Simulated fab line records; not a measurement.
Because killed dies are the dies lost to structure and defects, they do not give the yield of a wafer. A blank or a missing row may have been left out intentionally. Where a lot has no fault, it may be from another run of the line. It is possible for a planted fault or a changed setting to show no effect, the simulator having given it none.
Which tool is to blame? + flow sfq_line + 42 wafers from 14 lots sampled at 4 of the route's 325 steps

== WHAT EACH GAUGE READ, for each wafer ==
The record lacks any reading of a measuring or inspecting step that a usual standard deviation could be used to judge.

== TOOL THAT RAN EACH LOT (tool first, then ch and the chambers of the sampled wafers, then the start) ==
| lot  | SFQ_TRILAYER_JJ_TRILAYER_DEP_SPUTTER_109 | SFQ_TRILAYER_M5_ETCH_METAL_ETCH_126 | SFQ_TRILAYER_R5_LITHO_EXPOSE_137  | SFQ_TRILAYER_I5_ETCH_VIA_ETCH_147  |
|------|------------------------------------------|-------------------------------------|-----------------------------------|------------------------------------|
| L755 | pvd_sputter-03, day 40 17:52             | rie_metal-04 ch 0,1, day 52 14:04   | krf_scanner-02 ch 0, day 52 22:57 | rie_diel-04 ch 0,3, day 58 05:34   |
| L756 | pvd_sputter-06, day 40 20:14             | rie_metal-02 ch 0,1, day 52 15:16   | krf_scanner-02 ch 0, day 53 00:09 | rie_diel-03 ch 0,1,2, day 58 06:46 |
| L758 | pvd_sputter-04, day 41 10:38             | rie_metal-02 ch 0,1, day 53 05:35   | krf_scanner-02 ch 0, day 53 16:57 | rie_diel-03 ch 0,1,2, day 59 03:10 |
| L761 | pvd_sputter-03, day 43 08:05             | rie_metal-04 ch 0,1, day 54 22:28   | krf_scanner-01 ch 0, day 60 04:36 | rie_diel-03 ch 1,2,3, day 65 08:00 |
| L762 | pvd_sputter-04, day 43 16:33             | rie_metal-02 ch 0,1, day 55 02:26   | krf_scanner-01 ch 0, day 60 07:36 | rie_diel-01 ch 0,2,3, day 65 11:36 |
| L763 | pvd_sputter-04, day 44 12:53             | rie_metal-03 ch 0,1, day 56 04:50   | krf_scanner-01 ch 0, day 61 08:48 | rie_diel-03 ch 1,3, day 66 11:36   |
| L764 | pvd_sputter-03, day 44 15:17             | rie_metal-04 ch 0,1, day 56 07:18   | krf_scanner-01 ch 0, day 61 10:24 | rie_diel-01 ch 1,2, day 66 14:00   |
| L765 | pvd_sputter-03, day 45 04:29             | rie_metal-02 ch 0, day 56 19:26     | krf_scanner-01 ch 0, day 62 00:36 | rie_diel-03 ch 0,1,3, day 66 23:36 |
| L768 | pvd_sputter-03, day 46 06:53             | rie_metal-04 ch 0,1, day 57 15:45   | krf_scanner-02, day 62 21:55      | rie_diel-01 ch 0,1,2, day 67 16:34 |
| L769 | pvd_sputter-06, day 46 08:12             | rie_metal-03 ch 1, day 57 18:17     | krf_scanner-02, day 63 07:43      | rie_diel-04 ch 0,1,3, day 68 02:07 |
| L774 | pvd_sputter-03, day 47 22:25             | rie_metal-04 ch 0,1, day 58 21:16   | krf_scanner-02 ch 0, day 64 10:18 | rie_diel-04 ch 0,1,2, day 69 06:55 |
| L775 | pvd_sputter-06, day 48 04:23             | rie_metal-04 ch 0,1, day 59 01:59   | krf_scanner-02 ch 0, day 64 14:54 | rie_diel-04 ch 1,3, day 69 10:31   |
| L776 | pvd_sputter-03, day 48 08:01             | rie_metal-02 ch 0,1, day 59 05:35   | krf_scanner-02 ch 0, day 64 15:54 | rie_diel-03 ch 2,3, day 69 11:43   |
| L777 | pvd_sputter-04, day 48 11:37             | rie_metal-04 ch 0,1, day 59 09:11   | krf_scanner-01 ch 0, day 64 20:49 | rie_diel-04 ch 0,1,3, day 69 14:07 |
- SFQ_TRILAYER_JJ_TRILAYER_DEP_SPUTTER_109: material Nb, target thk 150 nm, time 100 s.
- SFQ_TRILAYER_M5_ETCH_METAL_ETCH_126: etches Nb in Cl2/BCl3, stops on SiO2, time 203.2 s, target depth 265 nm.
- SFQ_TRILAYER_R5_LITHO_EXPOSE_137: exposes mask R5, target cd 500 nm.
- SFQ_TRILAYER_I5_ETCH_VIA_ETCH_147: etches the open film in CHF3, stops on Nb, target depth 360 nm.

== WHAT THE TOOLS THEMSELVES READ (means of the sampled wafers that have a number; where no wafer has one, the mark that the record gives instead) ==
SFQ_TRILAYER_JJ_TRILAYER_DEP_SPUTTER_109.
| lot  | tool           | base_pressure_pa (Pa) | cathode_dc_power_W (W) | throttle_valve_pct (%) |
|------|----------------|-----------------------|------------------------|------------------------|
| L755 | pvd_sputter-03 | 1.42e-06              | 1999.9                 | 30.5                   |
| L756 | pvd_sputter-06 | 1.37e-06              | 2000.1                 | 28.6                   |
| L758 | pvd_sputter-04 | 1.34e-06              | 2000.1                 | 30.9                   |
| L761 | pvd_sputter-03 | 1.28e-06              | 2000.0                 | 29.2                   |
| L762 | pvd_sputter-04 | 1.33e-06              | 1999.9                 | 30.0                   |
| L763 | pvd_sputter-04 | 1.37e-06              | 2000.2                 | 29.8                   |
| L764 | pvd_sputter-03 | 1.39e-06              | 2000.1                 | 29.7                   |
| L765 | pvd_sputter-03 | 1.33e-06              | 1999.7                 | 30.4                   |
| L768 | pvd_sputter-03 | -                     | -                      | -                      |
| L769 | pvd_sputter-06 | -                     | -                      | -                      |
| L774 | pvd_sputter-03 | 1.26e-06              | 1999.7                 | 29.4                   |
| L775 | pvd_sputter-06 | 1.29e-06              | 2000.1                 | 29.8                   |
| L776 | pvd_sputter-03 | 1.31e-06              | 2000.2                 | 29.3                   |
| L777 | pvd_sputter-04 | 1.32e-06              | 2000.1                 | 30.7                   |

SFQ_TRILAYER_M5_ETCH_METAL_ETCH_126.
| lot  | tool         | drypump_motor_current_A (A) | oes_product_au (a.u.) | rf_fwd_power_W (W) |
|------|--------------|-----------------------------|-----------------------|--------------------|
| L755 | rie_metal-04 | 5.31                        | 0.736                 | 598.5              |
| L756 | rie_metal-02 | 5.27                        | 0.726                 | 597.7              |
| L758 | rie_metal-02 | 5.28                        | 0.733                 | 596.1              |
| L761 | rie_metal-04 | 5.30                        | 0.732                 | 601.6              |
| L762 | rie_metal-02 | 5.28                        | 0.732                 | 596.2              |
| L763 | rie_metal-03 | 5.42                        | 0.727                 | 598.8              |
| L764 | rie_metal-04 | 5.17                        | 0.720                 | 598.7              |
| L765 | rie_metal-02 | 5.30                        | 0.726                 | 596.8              |
| L768 | rie_metal-04 | 5.17                        | 0.374                 | 596.2              |
| L769 | rie_metal-03 | 5.73                        | 0.382                 | 598.9              |
| L774 | rie_metal-04 | 5.29                        | 0.736                 | 600.3              |
| L775 | rie_metal-04 | 5.31                        | 0.726                 | 600.0              |
| L776 | rie_metal-02 | 5.27                        | 0.729                 | 599.2              |
| L777 | rie_metal-04 | 5.32                        | 0.732                 | 595.7              |

SFQ_TRILAYER_R5_LITHO_EXPOSE_137.
| lot  | tool           | exposure_dose_mJ_cm2 | focus_offset_nm (nm) | stage_vel_mm_s (mm/s) |
|------|----------------|----------------------|----------------------|-----------------------|
| L755 | krf_scanner-02 | 14.414               | -0.6                 | 499.98                |
| L756 | krf_scanner-02 | 14.418               | -0.4                 | 500.55                |
| L758 | krf_scanner-02 | 14.405               | -0.8                 | 499.67                |
| L761 | krf_scanner-01 | 14.392               | 0.3                  | 499.73                |
| L762 | krf_scanner-01 | 14.414               | -0.0                 | 499.68                |
| L763 | krf_scanner-01 | 14.417               | -0.3                 | 499.76                |
| L764 | krf_scanner-01 | 14.394               | -0.4                 | 499.94                |
| L765 | krf_scanner-01 | 14.416               | 0.1                  | 499.99                |
| L768 | krf_scanner-02 | -                    | -                    | -                     |
| L769 | krf_scanner-02 | -                    | -                    | -                     |
| L774 | krf_scanner-02 | 14.414               | 0.2                  | 500.10                |
| L775 | krf_scanner-02 | 14.403               | -0.6                 | 499.65                |
| L776 | krf_scanner-02 | 14.396               | -0.6                 | 500.02                |
| L777 | krf_scanner-01 | 14.389               | -0.0                 | 500.10                |

SFQ_TRILAYER_I5_ETCH_VIA_ETCH_147.
| lot  | tool        | drypump_motor_current_A (A) | oes_product_au (a.u.) | rf_fwd_power_W (W) |
|------|-------------|-----------------------------|-----------------------|--------------------|
| L755 | rie_diel-04 | 5.65                        | 0.988                 | 499.3              |
| L756 | rie_diel-03 | 5.93                        | 0.992                 | 498.0              |
| L758 | rie_diel-03 | 5.93                        | 0.992                 | 497.3              |
| L761 | rie_diel-03 | 5.98                        | 0.992                 | 498.3              |
| L762 | rie_diel-01 | 5.75                        | 0.991                 | 499.0              |
| L763 | rie_diel-03 | 5.73                        | 0.989                 | 498.3              |
| L764 | rie_diel-01 | 5.58                        | 0.991                 | 499.4              |
| L765 | rie_diel-03 | 5.87                        | 0.990                 | 497.7              |
| L768 | rie_diel-01 | 5.72                        | 0.375                 | 499.3              |
| L769 | rie_diel-04 | 5.84                        | 0.371                 | 499.4              |
| L774 | rie_diel-04 | 5.84                        | 0.992                 | 499.7              |
| L775 | rie_diel-04 | 5.97                        | 0.984                 | 499.8              |
| L776 | rie_diel-03 | 6.20                        | 0.989                 | 499.4              |
| L777 | rie_diel-04 | 5.81                        | 0.990                 | 499.4              |

== THE ANSWER, worked out from the rows above alone ==
Rule: the lots themselves supply what counts as usual. The widest of any qualifying gaps counts: lots, ordered by their means at a reading, are off when they make up no more than a third of the lots, leave a main group of 4 or more, and stand apart from it by 3 or more times the standard deviation of that group's means. A main group is skipped when, at the precision printed for the reading in the tables above, its means are all equal. A lot without any number at a reading at which 4 lots or more have one is off too. Any other lot the step has rows for is counted as sound. Order of review: gauges by route order, followed by the tools' own readings, for which a lot's mean as printed above is used. At the first step where some lot is off, the reading lying furthest off is the one used; lots without a number count as furthest.
Off: L768, L769 (SFQ_TRILAYER_JJ_TRILAYER_DEP_SPUTTER_109, base_pressure_pa). Without a number there: L768, L769. Main group: mean 1.33e-06 Pa, sd 4.5e-08.
If a tool, at that step or one of the process steps before it, ran each lot that is off and ran no sound lot following the first of them, it fits. None of those tried fits.

== WHAT WAS PUT IN BY THE SIMULATOR ==
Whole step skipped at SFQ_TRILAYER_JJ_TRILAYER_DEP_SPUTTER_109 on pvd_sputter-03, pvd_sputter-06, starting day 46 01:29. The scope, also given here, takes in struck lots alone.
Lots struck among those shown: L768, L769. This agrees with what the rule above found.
